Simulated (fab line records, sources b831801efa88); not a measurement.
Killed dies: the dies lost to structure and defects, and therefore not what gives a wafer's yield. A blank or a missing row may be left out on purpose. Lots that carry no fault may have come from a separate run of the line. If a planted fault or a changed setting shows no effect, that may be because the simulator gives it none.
Matching of chambers / flow gf180mcu / GF_STI_CVD_23 on hdpcvd-01: 3 sister chambers
The step deposits SiO2, target thk 650 nm, time 108.3 s. 14 wafers are shown with their chamber, then 7 later ones without.

== EACH WAFER AND ITS CHAMBER ==
wafer=L886.1; chamber=0; susceptor temp C (C)=599.86
wafer=L886.3; chamber=1; susceptor temp C (C)=600.06
wafer=L886.4; chamber=1; susceptor temp C (C)=599.42
wafer=L897.3; chamber=0; susceptor temp C (C)=600.12
wafer=L897.5; chamber=0; susceptor temp C (C)=600.14
wafer=L897.6; chamber=1; susceptor temp C (C)=600.02
wafer=L898.3; chamber=0; susceptor temp C (C)=600.02
wafer=L898.4; chamber=2; susceptor temp C (C)=600.17
wafer=L898.5; chamber=1; susceptor temp C (C)=600.05
wafer=L899.2; chamber=1; susceptor temp C (C)=599.86
wafer=L899.3; chamber=0; susceptor temp C (C)=599.90
wafer=L899.6; chamber=2; susceptor temp C (C)=600.19
wafer=L901.1; chamber=1; susceptor temp C (C)=599.57
wafer=L901.2; chamber=0; susceptor temp C (C)=600.33

SIGNATURES (averages over the wafers above)
reading=susceptor temp C; chamber 0=600.0617; chamber 1=599.8300; chamber 2=600.1800; scatter within a chamber=0.218
Rule: a wafer's distance from a chamber is the root of the sum, over the readings, of the square of ((its reading less the chamber's mean) divided by the reading's scatter). If the next closest chamber is less than 2 further off than the closest, the wafer can't be placed; otherwise it belongs to the closest. The scatter is the square root of a quotient: the sum, over the shown wafers, of each reading's squared deviation from its chamber's mean, divided by wafers minus chambers.

== WAFERS WHOSE CHAMBER IS MISSING ==
wafer=L901.3; susceptor temp C (C)=599.56
wafer=L903.2; susceptor temp C (C)=600.54
wafer=L903.4; susceptor temp C (C)=599.98
wafer=L903.5; susceptor temp C (C)=600.32
wafer=L905.2; susceptor temp C (C)=599.88
wafer=L905.3; susceptor temp C (C)=599.62
wafer=L905.5; susceptor temp C (C)=599.72

== WHICH CHAMBER EACH ONE RAN IN ==
wafer=L901.3; from the rows above=can't be placed: 1 or 0 or 2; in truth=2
wafer=L903.2; from the rows above=can't be placed: 2 or 0 or 1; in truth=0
wafer=L903.4; from the rows above=can't be placed: 0 or 1 or 2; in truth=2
wafer=L903.5; from the rows above=can't be placed: 2 or 0 or 1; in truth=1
wafer=L905.2; from the rows above=can't be placed: 1 or 0 or 2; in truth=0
wafer=L905.3; from the rows above=can't be placed: 1 or 0 or 2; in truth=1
wafer=L905.5; from the rows above=can't be placed: 1 or 0 or 2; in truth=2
Placed correctly: 0 of 7. Unplaceable from these rows: 7, with the true chamber sitting among the candidates in 7. Wrongly placed: 0.
